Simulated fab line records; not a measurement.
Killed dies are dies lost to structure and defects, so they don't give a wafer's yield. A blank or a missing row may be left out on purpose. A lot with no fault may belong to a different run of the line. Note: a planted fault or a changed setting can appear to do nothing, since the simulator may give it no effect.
Matching of chambers :: flow sky130 :: wet_bench-01 running SKY_SONOS_TUNNEL_WET_ETCH_10: 4 sister chambers
The step etches SiO2 in dHF, target depth 14 nm, time 280 s. 4 wafers are shown with their chamber, then 7 later ones without.

## EACH WAFER AND ITS CHAMBER
wafer: L398.6
chamber: 1
run_length_s (s): 305

wafer: L399.5
chamber: 2
run_length_s (s): 304

wafer: L400.4
chamber: 3
run_length_s (s): 308

wafer: L404.4
chamber: 0
run_length_s (s): 307

## WAFERS WITH NO CHAMBER GIVEN
wafer: L404.6
run_length_s (s): 307

wafer: L414.1
run_length_s (s): 307

wafer: L414.2
run_length_s (s): 307

wafer: L414.5
run_length_s (s): 307

wafer: L415.1
run_length_s (s): 313

wafer: L415.4
run_length_s (s): 313

wafer: L415.5
run_length_s (s): 313

## CHAMBER TAKEN BY EACH
wafer: L404.6
from the rows above: can't be placed: 0 or 3 or 1 or 2
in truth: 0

wafer: L414.1
from the rows above: can't be placed: 0 or 3 or 1 or 2
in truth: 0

wafer: L414.2
from the rows above: can't be placed: 0 or 3 or 1 or 2
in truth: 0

wafer: L414.5
from the rows above: can't be placed: 0 or 3 or 1 or 2
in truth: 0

wafer: L415.1
from the rows above: can't be placed: 3 or 0 or 1 or 2
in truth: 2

wafer: L415.4
from the rows above: can't be placed: 3 or 0 or 1 or 2
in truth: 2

wafer: L415.5
from the rows above: can't be placed: 3 or 0 or 1 or 2
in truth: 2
Placed correctly: 0 of 7. These rows do not allow placing 7 (true chamber among the candidates in 7). Wrongly placed: 0.
How it was worked out, from the rows above alone: a wafer's distance from a chamber is the root of the sum, over the readings, of the square of ((its reading less the chamber's mean) divided by the reading's scatter). The wafer belongs to the nearest chamber; if the next one is less than 2 further off, it can't be placed. For every chamber, the mean is computed from those of its wafers that are shown. The scatter: root of mean squared gap, hidden wafer to nearest shown wafer, with one shown wafer a chamber.
